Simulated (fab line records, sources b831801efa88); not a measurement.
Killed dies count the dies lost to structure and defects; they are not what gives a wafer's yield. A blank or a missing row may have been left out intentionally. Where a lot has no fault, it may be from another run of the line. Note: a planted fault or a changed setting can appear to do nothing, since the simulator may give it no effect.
Struck lot and sound lot, side by side    flow sky130    15 steps out of a route of 708
Sound: wafers L337.1, L337.5, L337.6. Struck: wafers L351.2, L351.3, L351.5. The cause comes at the end.
For every step that has rows: the tool of each side, followed by ch and its chambers, followed by its first start. Under that, the readings that differ: sound wafers    struck wafers    difference of the means    sigmas: that difference in standard deviations of wafers without a fault.
alike: readings whose means differ by less than 2 such deviations, and words and numbers that are the same on both sides. not compared: withheld readings, readings that some wafer has no value for, bounds like >300 that may hide the same value, and numbers for which the record gives no deviation and whose values overlap.
A row with sigmas, a row that says differs or no value, or rows on one side alone: a step with any of these is where the two part. Numbers that have no deviation but don't overlap get no sigmas and don't part them. A reading missing from all wafers of one side parts the sides only when that side holds two or more wafers.

first, 5 steps without rows for these wafers: SKY_SONOS_ONO_COAT_08 (resist thk 1140 nm); SKY_SONOS_ONO_SOFTBAKE_09 (time 60 s); SKY_SONOS_ONO_EXPOSE_10 (exposes mask ONOM, target cd 410 nm); SKY_SONOS_ONO_PEB_11; SKY_SONOS_ONO_DEVELOP_12 (develop time 60 s).
SKY_SONOS_ONO_CD_MEAS_13 targets a cd of 410 nm.
  sound on cd-sem-01 at day 14 11:24; struck on cd-sem-01 at day 18 19:28
  alike: cd-nm
SKY_SONOS_ONO_OVL_MEAS_14:
  sound on overlay-01 at day 14 11:31; struck on overlay-02 at day 18 19:35
  alike: SONOS_ONO_OVL
SKY_SONOS_ONO_ETCH_15: etches the open film in CHF3/O2, target depth 19.52 nm, time 7.8 s.
  sound on rie-diel-04 ch 1,2,3, day 14 11:34; struck on rie-diel-01 ch 0,1,2, day 18 19:37
  alike: bias-w, drypump-motor-current-A, oes-product-au, throttle-valve-pct
  not compared: rf-hours-counter-h
then, 1 step without rows for these wafers: SKY_SONOS_ONO_WET_ETCH_16 (etches SiO2 in dHF, target depth 14 nm, time 280 s).
SKY_SONOS_ONO_STRIP_17: strips in O2/N2.
  sound on plasma-asher-01 ch 0,1, day 14 11:40; struck on plasma-asher-03 ch 0, day 18 19:43
  alike: drypump-motor-current-A, oes-product-au, strip-time-to-endpoint-s
  not compared: rf-hours-counter-h
then, 2 steps without rows for these wafers: SKY_SONOS_ONO_WET_ETCH_18 (etches Si3N4 in H3PO4, target depth 15 nm, time 172 s); SKY_GATE_OXIDE_CLEAN_00 (cleans in SC1/SC2, time 150 s).
SKY_GATE_OXIDE_OXIDATION_01: stabilise 600 s, purge 300 s, target thk 10.268 nm.
  sound on furnace-02 ch 0, day 14 12:00; struck on furnace-02 ch 0, day 18 19:55
reading          sound        struck          difference  sigmas
stabilise-s (s)  600 600 600  5400 5400 5400  +4800       
  alike: zone-power-lower-pct
SKY_GATE_OXIDE_THK_MEAS_02:
  sound on film-metro-04 at day 14 13:25; struck on film-metro-04 at day 18 21:20
  alike: GATE_OXIDE_OXIDATION_00_THK
-- here the record skips 31 days between the struck wafers' starts before and after, leaving off in module GATE_OXIDE and picking up in module PAD_OPEN (first step shown: number 708 of the route) --
SKY_PAD_OPEN_PROBE_99:
  sound on prober-01 at day 47 10:42; struck on prober-02 at day 50 00:19
reading                                   sound                 struck                difference  sigmas
model.etest.pfet_01v8_mvt.drive-ua-um     148.3 150.5 150.6     143.5 146 139.7       -6.7        
model.etest.field-n.vt-v (V)              36.34 36.24 36.22     35.19 34.85 34.74     -1.34       
model.etest.pfet_01v8_mvt.off-log10-a-um  -10.36 -10.25 -10.35  -11.72 -11.52 -11.81  -1.36       
  alike: killed_at_M0_to_M3, killed_at_M4_up, killed-at-contacts, killed-at-front-end, killed-at-other, killed-dies, killed-open, killed-short
  not compared: model.etest.pfet-g5v0d10v5.r-on-ohm-um, model.etest.res-pwell-under-gate.rs-ohm-sq, model.etest.pfet-g5v0d10v5.drive-ua-um, model.etest.pfet-g5v0d10v5.off-log10-a-um, model.etest.nfet_05v0_nvt.off-log10-a-um

== WHERE THEY PART ==
Nowhere in this record.

WHY: whatever the simulator had introduced
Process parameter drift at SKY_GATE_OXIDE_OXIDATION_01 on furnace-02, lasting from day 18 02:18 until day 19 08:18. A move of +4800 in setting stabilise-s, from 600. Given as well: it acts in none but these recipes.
